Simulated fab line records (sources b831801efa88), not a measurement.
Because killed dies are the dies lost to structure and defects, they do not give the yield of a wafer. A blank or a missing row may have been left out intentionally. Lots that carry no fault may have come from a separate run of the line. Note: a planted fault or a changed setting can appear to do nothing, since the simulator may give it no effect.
fab line records ; flow sky130
record lots=13; wafers=39; lastDay=50
route steps=708 shown FIELD_ISO@1 DNWELL@44 SONOS_ONO@183 GATE_OXIDE@203 PAD_OPEN@708
lots with no fault: from the same line, run without faults
startH: hours from the record's first day to the start of the lot's first wafer shown ; waitH: hours elapsed since this lot's preceding step ; " the same as in the row above ; L1.1+2: a row that stands for several wafers ; - either no value or no given start ; * or withheld: withheld ; < > ~ a bound
route shown NAME@n: names a module that has steps shown in the file, with the first one's number in the route ; usual: the fault-free wafers' mean and standard deviation ; same: alike in all rows ; chamber/n: place in a boat ; sites: the reading at each site ; _std_site: standard deviation across them ; _edge_site: the outer-site mean with the inner-site mean subtracted ; radiusMm: for every site, how far away it sits from the centre of the wafer ; mask NAME#n: copy n ; behind: the tool/chamber that last shaped the wafer ; hold: why the lot went on hold/how many hours it stayed there/how the hold came to an end ; device: names the non-switching transistor (n, p or np) ; end of line: tests run on the same wafers once the route is complete ; a step with no rows: only its recipe ; killed: the dies lost at the first sort to structure and to defects; this is not the yield of the wafer ; map: a wafer's dies, x killed, . not, _ none there
set.NAME: the setting the step ran with; set.NAME@STEP: the setting that earlier step ran with ; model.NAME: the simulator's own value behind a step, which no gauge read
steps of the route over a sample of lots; a table a step, a row a wafer
services: when a tool's chamber went out of use (startH, in hours from the record's first day, below 0 if earlier), for how many hours, and the reason
## steps
# step SKY_FIELD_ISO_BOW_MEAS_00
# recipe mode=bow
# usual INCOMING_BOW=0/6.7
lot.wafer;tool;chamber;startH;waitH;INCOMING_BOW[um]
L851.3;filmMetro-04;-;10.04;-;-5
L851.4;filmMetro-04;-;10.04;-;8
L851.6;filmMetro-04;-;10.04;-;0
L852.1;filmMetro-02;-;15.00;-;4
L852.3;filmMetro-02;-;15.00;-;7
L852.5;filmMetro-02;-;15.00;-;5
L857.3;filmMetro-01;-;40.04;-;1
L857.4;filmMetro-01;-;40.04;-;-7
L857.6;filmMetro-01;-;40.04;-;13
L859.2;filmMetro-04;-;50.02;-;-15
L859.5;filmMetro-04;-;50.02;-;1
L859.6;filmMetro-04;-;50.02;-;-3
L865.2;filmMetro-04;-;80.02;-;9
L865.3;filmMetro-04;-;80.02;-;15
L865.5;filmMetro-04;-;80.02;-;-4
L866.2;filmMetro-04;-;85.02;-;-6
L866.3;filmMetro-04;-;85.02;-;8
L866.4;filmMetro-04;-;85.02;-;-9
L868.2;filmMetro-02;-;95.02;-;-7
L868.5;filmMetro-02;-;95.02;-;-5
L868.6;filmMetro-02;-;95.02;-;5
L869.2;filmMetro-02;-;100.02;-;-4
L869.5;filmMetro-02;-;100.02;-;-4
L869.6;filmMetro-02;-;100.02;-;3
L870.2;filmMetro-01;-;105.02;-;-5
L870.3;filmMetro-01;-;105.02;-;-1
L870.6;filmMetro-01;-;105.02;-;-1
L871.2;filmMetro-01;-;110.02;-;5
L871.3;filmMetro-01;-;110.02;-;-14
L871.4;filmMetro-01;-;110.02;-;4
L872.2;filmMetro-01;-;115.02;-;-8
L872.5;filmMetro-01;-;115.02;-;-2
L872.6;filmMetro-01;-;115.02;-;-3
L873.4;filmMetro-04;-;120.06;-;3
L873.5;filmMetro-04;-;120.06;-;-3
L873.6;filmMetro-04;-;120.06;-;0
L874.1;filmMetro-01;-;125.00;-;7
L874.3;filmMetro-01;-;125.00;-;5
L874.6;filmMetro-01;-;125.00;-;-1
# step SKY_DNWELL_TW_MEAS_09
# usual DNWELL_TW=1115/10
lot.wafer;tool;chamber;startH;waitH;DNWELL_TW
L851.3;filmMetro-02;-;60.68;0.1;1136
L851.4;filmMetro-02;-;60.68;0.1;1129
L851.6;filmMetro-02;-;60.68;0.1;1136
L852.1;filmMetro-02;-;67.58;0.1;1122
L852.3;filmMetro-02;-;67.58;0.1;1125
L852.5;filmMetro-02;-;67.58;0.1;1119
L857.3;filmMetro-02;-;93.20;0.1;1119
L857.4;filmMetro-02;-;93.20;0.1;1123
L857.6;filmMetro-02;-;93.20;0.1;1122
L859.2;filmMetro-03;-;96.07;0.1;1111
L859.5;filmMetro-03;-;96.07;0.1;1111
L859.6;filmMetro-03;-;96.07;0.1;1113
L865.2;filmMetro-03;-;125.62;0.1;1109
L865.3;filmMetro-03;-;125.62;0.1;1111
L865.5;filmMetro-03;-;125.62;0.1;1116
L866.2;filmMetro-02;-;131.24;0.1;1133
L866.3;filmMetro-02;-;131.24;0.1;1129
L866.4;filmMetro-02;-;131.24;0.1;1125
L868.2;filmMetro-02;-;143.47;0.1;1125
L868.5;filmMetro-02;-;143.47;0.1;1127
L868.6;filmMetro-02;-;143.47;0.1;1125
L869.2;filmMetro-02;-;149.12;0.1;1129
L869.5;filmMetro-02;-;149.12;0.1;1119
L869.6;filmMetro-02;-;149.12;0.1;1125
L870.2;filmMetro-01;-;152.94;0.1;1102
L870.3;filmMetro-01;-;152.94;0.1;1101
L870.6;filmMetro-01;-;152.94;0.1;1110
L871.2;filmMetro-01;-;164.17;0.1;1103
L871.3;filmMetro-01;-;164.17;0.1;1108
L871.4;filmMetro-01;-;164.17;0.1;1103
L872.2;filmMetro-01;-;169.29;0.1;1100
L872.5;filmMetro-01;-;169.29;0.1;1100
L872.6;filmMetro-01;-;169.29;0.1;1101
L873.4;filmMetro-01;-;173.84;0.1;1102
L873.5;filmMetro-01;-;173.84;0.1;1105
L873.6;filmMetro-01;-;173.84;0.1;1103
L874.1;filmMetro-02;-;178.46;0.1;1112
L874.3;filmMetro-02;-;178.46;0.1;1107
L874.6;filmMetro-02;-;178.46;0.1;1114
# step SKY_SONOS_ONO_ETCH_15
# recipe targetDepthNm=19.52; chemistry=CHF3/O2; sourceW=600; biasW=200; pressureMtorr=40; chf3FlowSccm=50; O2_flow_sccm=5; timeS=7.8
# usual chamberPressureMTorr=40.00/0.034; drypumpMotorCurrentA=5.6/0.4; oesProductAu=0.992/0.011; throttleValvePct=8.823/0.0098
lot.wafer;tool;chamber;startH;waitH;chamberPressureMTorr;drypumpMotorCurrentA;oesProductAu;rfHoursCounterH;throttleValvePct
L851.3;rieDiel-02;0;297.50;0.0;39.94;5.1;0.981;105;8.836
L851.4;rieDiel-02;2;297.50;0.0;39.93;5.7;1.002;2;8.823
L851.6;rieDiel-02;0;297.50;0.0;39.92;5.1;0.991;-;8.821
L852.1;rieDiel-02;1;304.06;0.0;39.97;5.5;0.986;92;8.816
L852.3;rieDiel-02;3;304.06;0.0;40.00;6.1;0.993;124;8.817
L852.5;rieDiel-02;0;304.06;0.0;39.99;5.1;0.976;-;8.809
L857.3;rieDiel-03;3;339.12;0.0;40.04;5.3;1.003;39;8.820
L857.4;rieDiel-03;0;339.12;0.0;40.02;5.8;1.017;91;8.833
L857.6;rieDiel-03;2;339.12;0.0;40.00;5.8;0.997;-;8.833
L859.2;rieDiel-02;0;341.07;0.0;40.03;5.1;0.979;106;8.808
L859.5;rieDiel-02;1;341.07;0.0;40.05;5.5;0.973;-;8.821
L859.6;rieDiel-02;0;341.07;0.0;40.03;5.1;0.972;-;8.803
L865.2;rieDiel-03;1;388.26;0.0;40.03;4.9;1.000;75;8.817
L865.3;rieDiel-03;0;388.26;0.0;39.96;5.8;1.015;92;8.835
L865.5;rieDiel-03;2;388.26;0.0;39.99;5.8;0.987;-;8.827
L866.2;rieDiel-03;2;394.77;0.0;39.99;5.9;0.993;4;8.840
L866.3;rieDiel-03;1;394.77;0.0;39.96;4.9;0.993;76;8.822
L866.4;rieDiel-03;0;394.77;0.0;39.99;5.8;1.013;92;8.832
L868.2;rieDiel-02;1;410.80;0.0;40.03;5.5;1.009;94;8.834
L868.5;rieDiel-02;1;410.80;0.0;40.03;5.5;0.999;-;8.822
L868.6;rieDiel-02;3;410.80;0.0;40.07;6.1;1.000;-;8.814
L869.2;rieDiel-03;3;427.45;0.0;39.99;5.3;0.990;40;8.826
L869.5;rieDiel-03;2;427.45;0.0;39.97;5.8;1.000;-;8.857
L869.6;rieDiel-03;1;427.45;0.0;39.97;4.9;1.007;-;8.817
L870.2;rieDiel-01;1;428.55;0.0;39.97;5.4;1.001;1;8.820
L870.3;rieDiel-01;2;428.55;0.0;39.95;5.9;0.997;67;8.828
L870.6;rieDiel-01;0;428.55;0.0;40.04;5.0;0.978;-;8.817
L871.2;rieDiel-02;3;444.92;0.0;39.99;6.0;0.995;2;8.821
L871.3;rieDiel-02;1;444.92;0.0;40.00;5.5;0.968;95;8.815
L871.4;rieDiel-02;2;444.92;0.0;40.04;5.7;0.994;4;8.827
L872.2;rieDiel-02;0;453.40;0.0;40.03;5.1;0.987;0;8.826
L872.5;rieDiel-02;2;453.40;0.0;39.96;5.7;0.995;-;8.833
L872.6;rieDiel-02;3;453.40;0.0;40.04;6.1;0.985;-;8.821
L873.4;rieDiel-02;2;458.06;0.0;39.98;5.7;1.008;4;8.825
L873.5;rieDiel-02;2;458.06;0.0;39.94;5.7;1.001;-;8.826
L873.6;rieDiel-02;1;458.06;0.0;39.97;5.5;0.985;-;8.825
L874.1;rieDiel-03;0;467.85;0.0;39.97;5.8;1.007;93;8.836
L874.3;rieDiel-03;1;467.85;0.0;39.99;4.9;0.993;77;8.821
L874.6;rieDiel-03;2;467.85;0.0;40.01;5.9;0.975;-;8.823
# step SKY_GATE_OXIDE_OXIDATION_16
# recipe tempC=800; ambient=O2; idleTempC=700; rampUpCPerMin=10; rampDownCPerMin=3; stabiliseS=600; purgeS=300; targetThkA=35.7; oxTimeS=1915
# usual oxTempCMax=804.4/0.85; oxTimeS=1915/0; rampDownCPerMin=2.9999/0.00053; tubeCenterTempC=800/0.077; zonePowerUpperPct=13.1/0.48
# same purgeS=300; stabiliseS=600
lot.wafer;tool;chamber;startH;waitH;oxTempCMax;oxTimeS;rampDownCPerMin;tubeCenterTempC;zonePowerUpperPct
L851.3;furnace-01;0;324.94;1.1;805.0;1915;2.9987;800.11;12.5
L851.4;furnace-01;0;324.94;1.1;804.7;1915;2.9984;800.05;12.5
L851.6;furnace-01;0;324.94;1.1;804.9;1915;2.9997;800;12.7
L852.1;furnace-02;0;333.74;1.0;804.2;1915;3.0003;799.93;13.6
L852.3;furnace-02;0;333.74;1.0;806.3;1915;2.9990;800.04;13.5
L852.5;furnace-02;0;333.74;1.0;803.7;1915;3.0009;800.03;13.2
L857.3;furnace-01;0;369.04;0.2;804.3;2298;2.9995;799.94;12.7
L857.4;furnace-01;0;369.04;0.2;804.1;2298;2.9994;799.84;12.8
L857.6;furnace-01;0;369.04;0.2;803.8;2298;3.0001;800.07;12.6
L859.2;furnace-01;0;371.82;0.6;805.1;2298;3.0012;799.88;12.7
L859.5;furnace-01;0;371.82;0.6;803.4;2298;3.0002;799.99;12.3
L859.6;furnace-01;0;371.82;0.6;805.2;2298;2.9987;799.95;12.6
L865.2;furnace-02;0;424.93;1.4;805.9;1915;3.0007;799.98;13.5
L865.3;furnace-02;0;424.93;1.4;804.2;1915;3.0002;800.07;13.6
L865.5;furnace-02;0;424.93;1.4;804.8;1915;2.9987;799.93;13.3
L866.2;furnace-02;0;430.29;0.7;804.0;1915;3.0008;799.9;13.7
L866.3;furnace-02;0;430.29;0.7;804.8;1915;2.9995;800.02;13.4
L866.4;furnace-02;0;430.29;0.7;806.5;1915;2.9991;800.01;13.5
L868.2;furnace-02;0;446.64;1.2;804.8;1915;3.0002;799.96;13.4
L868.5;furnace-02;0;446.64;1.2;804.3;1915;3.0002;800.07;13.3
L868.6;furnace-02;0;446.64;1.2;806.4;1915;3.0003;799.93;13.8
L869.2;furnace-01;0;461.25;0.9;806.5;1915;2.9999;799.99;12.8
L869.5;furnace-01;0;461.25;0.9;803.4;1915;2.9997;800.09;12.6
L869.6;furnace-01;0;461.25;0.9;804.0;1915;2.9993;799.88;12.6
L870.2;furnace-02;0;462.14;0.6;803.4;1915;3.0002;800.02;13.5
L870.3;furnace-02;0;462.14;0.6;804.4;1915;3.0000;799.77;13.8
L870.6;furnace-02;0;462.14;0.6;805.1;1915;2.9999;799.96;13.3
L871.2;furnace-02;0;477.58;0.7;803.5;1915;3.0003;800.05;13.6
L871.3;furnace-02;0;477.58;0.7;803.2;1915;2.9988;799.91;13.3
L871.4;furnace-02;0;477.58;0.7;803.6;1915;3.0003;799.98;13.5
L872.2;furnace-02;0;486.96;0.0;805.0;1915;2.9991;799.89;13.6
L872.5;furnace-02;0;486.96;0.0;804.5;1915;2.9995;800.05;13.7
L872.6;furnace-02;0;486.96;0.0;803.6;1915;3.0002;800.12;13.5
L873.4;furnace-02;0;491.29;0.0;805.5;1915;3.0001;800.03;13.5
L873.5;furnace-02;0;491.29;0.0;803.8;1915;2.9997;800.12;13.5
L873.6;furnace-02;0;491.29;0.0;804.4;1915;3.0000;800.03;13.7
L874.1;furnace-01;0;499.81;0.0;802.9;1915;2.9998;800.04;12.5
L874.3;furnace-01;0;499.81;0.0;805.3;1915;2.9996;799.94;12.6
L874.6;furnace-01;0;499.81;0.0;803.8;1915;3.0000;800.14;12.4
# step SKY_PAD_OPEN_PROBE_99
# usual killed_at_M0_to_M3=42/6.8; killed_at_M4_up=3.4/1.8; killedAtContacts=25/5.7; killedAtFrontEnd=16/4.8; killedAtOther=0.2/0.39; killedDies=87/9.6; killedOpen=47/6.9; killedShort=40/6.3
# same grossDies=492; killedAtBackSide=0
lot.wafer;tool;chamber;startH;waitH;killed_at_M0_to_M3;killed_at_M4_up;killedAtContacts;killedAtFrontEnd;killedAtOther;killedDies;killedOpen;killedShort
L851.3;prober-01;-;1091.01;0.2;46;4;32;11;0;93;51;42
L851.4;prober-01;-;1091.06;0.2;48;4;26;11;1;90;49;41
L851.6;prober-01;-;1091.16;0.2;46;5;29;17;0;97;55;42
L852.1;prober-01;-;1095.68;0.1;51;3;32;17;0;103;54;49
L852.3;prober-01;-;1095.78;0.2;45;2;20;14;0;81;51;30
L852.5;prober-01;-;1095.88;0.2;39;5;15;16;0;75;41;34
L857.3;prober-01;-;1122.33;0.2;34;3;26;14;0;77;41;36
L859.2;prober-01;-;1122.64;0.1;32;3;15;20;0;70;34;36
L859.5;prober-01;-;1122.79;0.2;44;4;29;14;0;91;50;41
L859.6;prober-01;-;1122.84;0.2;43;3;13;21;0;80;32;48
L865.2;prober-01;-;1154.76;0.1;40;1;22;16;0;79;51;28
L865.3;prober-01;-;1154.81;0.2;36;1;19;13;0;69;38;31
L865.5;prober-01;-;1154.91;0.2;38;8;24;7;0;77;47;30
L866.2;prober-02;-;1159.68;0.1;37;3;20;20;1;81;45;36
L866.3;prober-02;-;1159.73;0.2;41;5;14;20;1;81;37;43
L866.4;prober-02;-;1159.78;0.2;37;1;19;23;0;80;39;41
L873.4;prober-01;-;1190.77;0.2;57;2;20;14;0;93;50;43
L873.5;prober-01;-;1190.82;0.2;54;0;24;9;0;87;42;45
L873.6;prober-01;-;1190.87;0.2;48;5;15;8;0;76;42;34
# killed by level:class
L851.3 VIA1:geometricParticle:open=14 CONTACT:geometricParticle:open=12 LI_CONTACT:geometricParticle:open=7 METAL1:geometricParticle:short=7 LOCAL_INTERCONNECT:geometricParticle:short=6 VIA1:geometricParticle:short=6 VIA3:geometricParticle:open=6 LI_CONTACT:geometricParticle:short=5
L851.4 CONTACT:geometricParticle:open=10 LI_CONTACT:geometricParticle:open=9 VIA1:geometricParticle:open=9 METAL1:geometricParticle:short=7 VIA1:geometricParticle:short=6 METAL2:geometricParticle:short=6 VIA2:geometricParticle:short=5 VIA3:geometricParticle:open=5
L851.6 VIA1:geometricParticle:open=19 CONTACT:geometricParticle:open=13 VIA1:geometricParticle:short=8 FIELD_ISO:geometricParticle:open=5 POLY_GATE:geometricParticle:short=5 LI_CONTACT:geometricParticle:open=5 CONTACT:geometricParticle:short=5 FIELD_ISO:geometricParticle:short=3
L852.1 VIA1:geometricParticle:open=10 METAL2:geometricParticle:short=9 LI_CONTACT:geometricParticle:open=9 CONTACT:geometricParticle:open=8 LOCAL_INTERCONNECT:geometricParticle:short=6 METAL1:geometricParticle:short=5 FIELD_ISO:geometricParticle:open=5 VIA3:geometricParticle:open=5
L852.3 VIA1:geometricParticle:open=9 VIA3:geometricParticle:open=8 VIA2:geometricParticle:open=7 CONTACT:geometricParticle:open=7 FIELD_ISO:geometricParticle:open=6 LI_CONTACT:geometricParticle:open=6 METAL3:geometricParticle:short=5 LOCAL_INTERCONNECT:geometricParticle:short=4
L852.5 VIA1:geometricParticle:open=9 FIELD_ISO:geometricParticle:short=5 CONTACT:geometricParticle:open=5 VIA2:geometricParticle:open=5 VIA3:geometricParticle:open=5 POLY_GATE:geometricParticle:short=4 LI_CONTACT:geometricParticle:open=4 CONTACT:geometricParticle:short=4
L857.3 CONTACT:geometricParticle:open=9 METAL1:geometricParticle:short=7 VIA3:geometricParticle:open=7 LI_CONTACT:geometricParticle:open=6 CONTACT:geometricParticle:short=5 VIA1:geometricParticle:open=4 METAL3:geometricParticle:short=4 FIELD_ISO:geometricParticle:open=3
L859.2 METAL2:geometricParticle:short=8 CONTACT:geometricParticle:open=7 POLY_GATE:geometricParticle:short=5 POLY_GATE:geometricParticle:open=5 VIA1:geometricParticle:short=5 CONTACT:geometricParticle:short=4 VIA1:geometricParticle:open=4 FIELD_ISO:geometricParticle:open=3
L859.5 VIA1:geometricParticle:open=14 CONTACT:geometricParticle:open=11 CONTACT:geometricParticle:short=8 METAL1:geometricParticle:short=8 FIELD_ISO:geometricParticle:open=5 POLY_GATE:geometricParticle:open=4 LI_CONTACT:geometricParticle:open=4 VIA1:geometricParticle:short=4
L859.6 VIA1:geometricParticle:open=12 METAL1:geometricParticle:short=10 POLY_GATE:geometricParticle:short=8 POLY_GATE:geometricParticle:open=8 VIA1:geometricParticle:short=6 CONTACT:geometricParticle:open=4 CONTACT:geometricParticle:short=4 METAL2:geometricParticle:short=4
L865.2 VIA1:geometricParticle:open=12 LI_CONTACT:geometricParticle:open=8 CONTACT:geometricParticle:open=8 VIA3:geometricParticle:open=6 VIA2:geometricParticle:open=5 SPACER:geometricParticle:open=4 VIA1:geometricParticle:short=4 FIELD_ISO:geometricParticle:short=3
L865.3 VIA3:geometricParticle:open=10 CONTACT:geometricParticle:open=8 LI_CONTACT:geometricParticle:open=5 METAL2:geometricParticle:short=5 CONTACT:geometricParticle:short=4 VIA2:geometricParticle:open=4 FIELD_ISO:geometricParticle:short=3 POLY_GATE:geometricParticle:short=3
L865.5 CONTACT:geometricParticle:open=12 VIA3:geometricParticle:open=10 METAL4:geometricParticle:short=7 VIA1:geometricParticle:open=6 VIA2:geometricParticle:open=5 METAL2:geometricParticle:short=5 CONTACT:geometricParticle:short=4 LI_CONTACT:geometricParticle:open=3
L866.2 VIA1:geometricParticle:open=10 LI_CONTACT:geometricParticle:open=8 VIA1:geometricParticle:short=6 VIA2:geometricParticle:open=6 FIELD_ISO:geometricParticle:short=5 LI_CONTACT:geometricParticle:short=4 CONTACT:geometricParticle:open=4 METAL2:geometricParticle:short=4
L866.3 VIA3:geometricParticle:open=11 POLY_GATE:geometricParticle:short=7 VIA1:geometricParticle:short=6 METAL1:geometricParticle:short=5 METAL2:geometricParticle:short=5 FIELD_ISO:geometricParticle:short=4 LI_CONTACT:geometricParticle:open=4 METAL1:geometricParticle:open=4
L866.4 VIA1:geometricParticle:open=8 POLY_GATE:geometricParticle:open=7 LI_CONTACT:geometricParticle:open=7 POLY_GATE:geometricParticle:short=6 LOCAL_INTERCONNECT:geometricParticle:short=5 VIA1:geometricParticle:short=4 SPACER:geometricParticle:short=4 METAL1:geometricParticle:short=4
L873.4 VIA1:geometricParticle:open=18 METAL2:geometricParticle:short=9 FIELD_ISO:geometricParticle:short=5 VIA1:geometricParticle:short=5 CONTACT:geometricParticle:short=5 VIA2:geometricParticle:open=5 VIA3:geometricParticle:open=5 FIELD_ISO:geometricParticle:open=4
L873.5 VIA1:geometricParticle:open=12 LI_CONTACT:geometricParticle:open=8 METAL1:geometricParticle:short=8 METAL2:geometricParticle:short=8 VIA3:geometricParticle:open=8 CONTACT:geometricParticle:short=6 CONTACT:geometricParticle:open=5 VIA1:geometricParticle:short=5
L873.6 VIA1:geometricParticle:open=13 VIA3:geometricParticle:open=8 CONTACT:geometricParticle:open=7 METAL2:geometricParticle:short=5 METAL1:geometricParticle:short=5 METAL3:geometricParticle:short=5 POLY_GATE:geometricParticle:short=4 VIA2:geometricParticle:open=4
## services
tool;chamber;startH;hours;kind
rieDiel-01;-;276.27;3.9;repair
rieDiel-01;0;288.08;16.4;repair
rieDiel-01;2;289.87;6.9;repair
rieDiel-01;-;299.51;2.2;repair
rieDiel-03;-;301.76;0.7;repair
rieDiel-03;2;315.22;5.6;repair
rieDiel-02;3;317.14;-;clean
rieDiel-02;3;317.14;11.7;scheduledDown
rieDiel-02;3;317.14;11.7;ventCycle
furnace-02;-;325.64;3.4;pm
rieDiel-01;3;362.14;7.1;repair
rieDiel-03;2;373.06;5.1;repair
furnace-01;-;381.09;14.5;pm
rieDiel-01;2;392.36;5.3;repair
rieDiel-01;-;399.01;2.8;pm
furnace-01;-;399.68;2.9;pm
rieDiel-01;2;403.26;2.3;repair
rieDiel-01;1;405.51;4.4;repair
rieDiel-02;0;410.31;-;clean
rieDiel-03;3;433.23;8.9;repair
rieDiel-03;-;455.06;0.8;repair
rieDiel-02;-;473.92;0.1;repair
furnace-01;-;475.88;8.5;pm
furnace-02;-;492.82;3.3;pm
## key
firstSign step=SKY_GATE_OXIDE_OXIDATION_16; reading=oxTimeS; direction=up; sigmas=99+; usual=*; struck=*
effect none on later readings
metAt SKY_GATE_OXIDE_OXIDATION_16
struckLots L857,L859
rowsEnd L857.4,L857.6
testerLeftOut L857,L859
notActingAt SKY_FIELD_ISO_BOW_MEAS_00,SKY_DNWELL_TW_MEAS_09,SKY_SONOS_ONO_ETCH_15
onsetBetween 324.94 369.04
fault kind=processParameterDrift; tool=furnace-01; chamber=-; onsetH=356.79; steps=SKY_GATE_OXIDE_OXIDATION_16; channel=oxTimeS; offset=*; shape=step; endH=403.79; actsIn=*; stated=*
# testerLeftOut: of these lots the tester's yield and bins aren't shown, on N5 and GAA mostly nor the transistor test; their killed dies are dies lost to structure and defects alone, not to doping, threshold or leakage, so they don't give the yield
# rowsEnd: these wafers met a further fault down the route, and their rows from its step on are left out
